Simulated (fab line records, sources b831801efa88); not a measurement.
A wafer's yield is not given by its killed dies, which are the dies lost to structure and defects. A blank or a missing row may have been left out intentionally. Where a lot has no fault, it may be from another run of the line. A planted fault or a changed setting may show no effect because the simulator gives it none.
Problem report in the 8D (eight disciplines) form, filled by code | flow sfqLine | the parts of the form that need people (team, actions taken, sign-off) are left out

## 1. THE ISSUE
At SFQ_TRILAYER_I6_DEP_PECVD_165, runLengthS averages 132.1 s over 2 wafers from 2 lots, while fault-free wafers read 138.9 s, standard deviation 0.46. That puts it -15 standard deviations away from the usual mean.
The step: deposits SiO2 from SiH4/N2O, time 111.11 s, target thk 500 nm.
Earliest sighting: wafer L194.6 on pecvd-01 at day 73 05:34. At this step, 42 wafers from 14 lots have a number in the record. Rule for "out" (also "out of limits"): further than 4 standard deviations from the usual mean. The rest of the wafers with a number are treated as sound.

## 2. WHAT THIS IS AND IS NOT
question                    | is                | is not
which readings at this step | runLengthS        | heaterPowerW, throttleValvePct
which lots                  | L194, L196        | L184, L186, L188, L191, L193, L198, L200, L202, L203, L205, L206, L207
which wafers of those lots  | L194.6, L196.2    | L194.2, L194.4, L196.1, L196.4
read on which tools         | pecvd-01          | pecvd-02, pecvd-03
when                        | from day 73 05:34 | up to then (17 sound wafers); but 23 sound wafers of L196, L198, L200, L202, L203, L205, L206, L207 came after

## 3. THE SUSPECTS, EACH WITH WHAT RULES IT OUT
Counting: any tool at a process step up to the reading remains a suspect provided it ran every lot that is out. Sound lots after the first of them don't rule it out here, since some wafers of a struck lot are sound.
- pecvd-01 at SFQ_TRILAYER_I6_DEP_PECVD_165 (deposits SiO2 from SiH4/N2O, time 111.11 s, target thk 500 nm): kept. It ran every lot that is out, first L194 (day 73 05:34); its last sound lot up to then is L188 (day 62 14:23). Its own runLengthS readings are out on those wafers.
- In pecvd-01 at SFQ_TRILAYER_I6_DEP_PECVD_165, the wafers that are out were processed in chamber 1 and their sound lot-mates in chambers 0, 2.
The count leaves pecvd-01 at SFQ_TRILAYER_I6_DEP_PECVD_165.

## 4. THE CAUSE (what the simulator had put in)
pecvd-01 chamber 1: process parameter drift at SFQ_TRILAYER_I6_DEP_PECVD_165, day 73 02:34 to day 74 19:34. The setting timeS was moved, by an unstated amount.
This tool alone remained once counting was done.

## 5. THE EFFECT CHAIN, in route order
Rows list readings where the struck wafers' mean (over those with a number) sits beyond 3 standard deviations from the usual. Readings are gone through only where the record gives a usual standard deviation; hours: the median, over the lots, of the time from a lot's start at the first step in this table giving one to that lot's start at this step; sigmas: the change measured in usual standard deviations.
hours | step                          | reading    | usual   | on struck wafers | change | sigmas
0     | SFQ_TRILAYER_I6_DEP_PECVD_165 | runLengthS | 138.9 s | 132.1            | -6.8   | -15
It contains these process steps:
- SFQ_TRILAYER_I6_DEP_PECVD_165: deposits SiO2 from SiH4/N2O, time 111.11 s, target thk 500 nm.
Readings that are blank on the struck wafers while sound wafers have them: rfFwdPowerW at SFQ_TRILAYER_I6_DEP_PECVD_165.

## 6. WHAT WOULD HAVE CAUGHT IT SOONER
In this record the first reading out of limits was taken at day 73 05:34, 3 hours after the fault began at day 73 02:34.
